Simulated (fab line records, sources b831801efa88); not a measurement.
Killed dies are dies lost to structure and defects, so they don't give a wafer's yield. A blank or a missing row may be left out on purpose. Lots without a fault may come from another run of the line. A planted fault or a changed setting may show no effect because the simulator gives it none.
Problem report in the 8D (eight disciplines) form, filled by code | flow sky130 | the parts of the form that need people (team, actions taken, sign-off) are left out

1. THE PROBLEM
VIA2_HDPCVD_THK at SKY_VIA2_THK_MEAS_01 reads a mean of 1924 nm on 1 wafer of 1 lot; wafers without a fault read 1176 nm with a standard deviation of 11. That is +68 standard deviations from the usual mean.
First seen on wafer L399.3, day 41 02:07, on film_metro-02. The record holds 36 wafers of 12 lots with a number at this step. Rule for "out", or "out of limits": more than 4 standard deviations from the usual mean. The other wafers with a number count as sound.

2. WHAT IT IS AND WHAT IT IS NOT
question                    | is                | is not
which readings at this step | VIA2_HDPCVD_THK   | -
which lots                  | L399              | L381, L382, L383, L386, L387, L388, L389, L390, L391, L396, L404
which wafers of those lots  | L399.3            | L399.1, L399.5
read on which gauges        | film_metro-02     | film_metro-03, film_metro-04
when                        | from day 41 02:07 | up to then (32 sound wafers); but 3 sound wafers of L404 came after

3. SUSPECTS, AND WHAT RULES EACH OUT
Counting: a tool at a process step up to the reading stays a suspect if it ran every lot that is out. Sound lots after the first of them don't rule it out here, since some wafers of a struck lot are sound.
- the gauge at SKY_VIA2_THK_MEAS_01: kept. All the wafers that are out were read on film_metro-02, and no step on other tools shows them out.
- cvd_w-02 at SKY_VIA1_CVD_21 (deposits W, target thk 270 nm, time 80.902 s): kept. It ran the lot that is out, L399 (day 40 00:29); its last sound lot up to then is L396 (day 39 03:41).
- hdpcvd-01 at SKY_VIA2_HDPCVD_00 (deposits SiO2, target thk 1180 nm, time 196.7 s): kept. It ran the lot that is out, L399 (day 41 01:59); its last sound lot up to then is L389 (day 38 14:07).
Left after counting: cvd_w-02 at SKY_VIA1_CVD_21, hdpcvd-01 at SKY_VIA2_HDPCVD_00, film_metro-02 at SKY_VIA2_THK_MEAS_01.

4. THE CAUSE (what the simulator had put in)
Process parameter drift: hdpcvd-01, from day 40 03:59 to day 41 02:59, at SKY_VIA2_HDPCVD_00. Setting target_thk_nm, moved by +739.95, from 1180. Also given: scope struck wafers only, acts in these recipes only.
Counting left 3 suspects, and this tool is among them.

5. THE CHAIN OF EFFECTS, in route order
Each row: a reading whose mean over the struck wafers that have a number lies more than 3 standard deviations from the usual. Only readings for which the record gives a usual standard deviation are gone through. hours: the time from each lot's start at the first step in this table that gives one to its start at this step, as a median over the lots. sigmas: the change in usual standard deviations.
hours | step                 | reading         | usual   | on struck wafers | change | sigmas
0     | SKY_VIA2_THK_MEAS_01 | VIA2_HDPCVD_THK | 1176 nm | 1924             | +748   | +68

6. WHAT WOULD HAVE CAUGHT IT SOONER
In this record the first reading out of limits at a measuring or inspecting step was taken at day 41 02:07, 22 hours after the fault began at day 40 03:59.
All the lots that are out (1) had begun SKY_VIA2_HDPCVD_00 on hdpcvd-01 by day 41 02:07. A hold on the tool at that time would have spared none of them.
